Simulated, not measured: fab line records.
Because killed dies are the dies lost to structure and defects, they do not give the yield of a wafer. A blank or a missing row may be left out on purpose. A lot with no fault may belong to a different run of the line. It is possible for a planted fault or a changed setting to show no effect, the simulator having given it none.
Problem report, 8D (eight disciplines) form, completed by code | flow gf180mcu | the parts of the form that need people (team, actions taken, sign-off) are left out

== 1. PROBLEM STATEMENT ==
Across 6 wafers from 2 lots, HV_LDD_RS at GF_HV_LDD_RS_MEAS_53 averages 410.2 ohm/sq, while fault-free wafers read 418.1 ohm/sq with a standard deviation of 0.85. Measured from the usual mean, that is -9.3 standard deviations.
The step: measures by four-point-probe.
Earliest sighting: wafer L300.1 on film_metro-03 at day 17 06:18. The record holds 39 wafers of 13 lots with a number at this step. By rule, "out" or "out of limits" means more than 4 standard deviations away from the usual mean. The other wafers with a number count as sound.

== 2. WHAT IT IS, WHAT IT ISN'T ==
question                    | is                           | is not
which readings at this step | HV_LDD_RS                    | -
which lots                  | L300, L303                   | L285, L286, L287, L288, L289, L292, L293, L295, L296, L305, L308
which wafers of those lots  | all that have a number       | -
read on which gauges        | film_metro-03, film_metro-04 | film_metro-01
when                        | from day 17 06:18            | up to then (27 sound wafers); but 6 sound wafers of L305, L308 came after

== 3. WHAT RULES OUT EACH SUSPECT ==
Counting: any tool at a process step up to the reading is kept as a suspect provided that every lot that is out went through it and no sound lot did after the first of them.
- ruled out: the gauge at GF_HV_LDD_RS_MEAS_53. Those wafers that are out were read across 2 gauges (film_metro-03, film_metro-04).
- implanter-04 at GF_HV_LDD_IMPLANT_09: kept. It processed each lot that is out, first L300 at day 14 11:19, and no sound lot thereafter; up to then, the last sound lot it processed was L296 at day 13 13:56. Its own readings are out on those wafers: dose_ions_cm2.
The count leaves implanter-04 at GF_HV_LDD_IMPLANT_09.

== 4. THE CAUSE (what the simulator had put in) ==
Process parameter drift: implanter-04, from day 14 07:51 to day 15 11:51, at GF_HV_LDD_IMPLANT_09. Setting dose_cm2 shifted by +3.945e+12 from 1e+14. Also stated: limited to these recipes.
This tool alone remained once counting was done.

== 5. SEQUENCE OF EFFECTS, ordered by route ==
One row per reading whose mean, taken over the struck wafers that have a number, lies over 3 standard deviations from the usual. Only readings for which the record gives a usual standard deviation are gone through. hours: the time from each lot's start at the first step in this table that gives one to its start at this step, as a median over the lots. sigmas: the change in usual standard deviations.
hours | step                 | reading       | usual        | on struck wafers | change     | sigmas
0     | GF_HV_LDD_IMPLANT_09 | dose_ions_cm2 | 9.997e+13    | 1.039e+14        | +3.923e+12 | +36
68    | GF_HV_LDD_RS_MEAS_53 | HV_LDD_RS     | 418.1 ohm/sq | 410.2            | -7.9       | -9.3
Here are the process steps it includes:
- GF_HV_LDD_IMPLANT_09

== 6. WHAT WOULD HAVE CAUGHT IT SOONER ==
The first out-of-limits reading at a measuring or inspecting step in this record came at day 17 06:18, 70 hours after the fault's start at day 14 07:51.
At GF_HV_LDD_IMPLANT_09, the tool's own readings (dose_ions_cm2) were out on each struck wafer the step has a row for, so an alarm limit on them would have fired on the first such wafer.
Lots out: 2; all had begun GF_HV_LDD_IMPLANT_09 on implanter-04 by day 17 06:18. Had the tool been put on hold then, not one of them would have been saved.
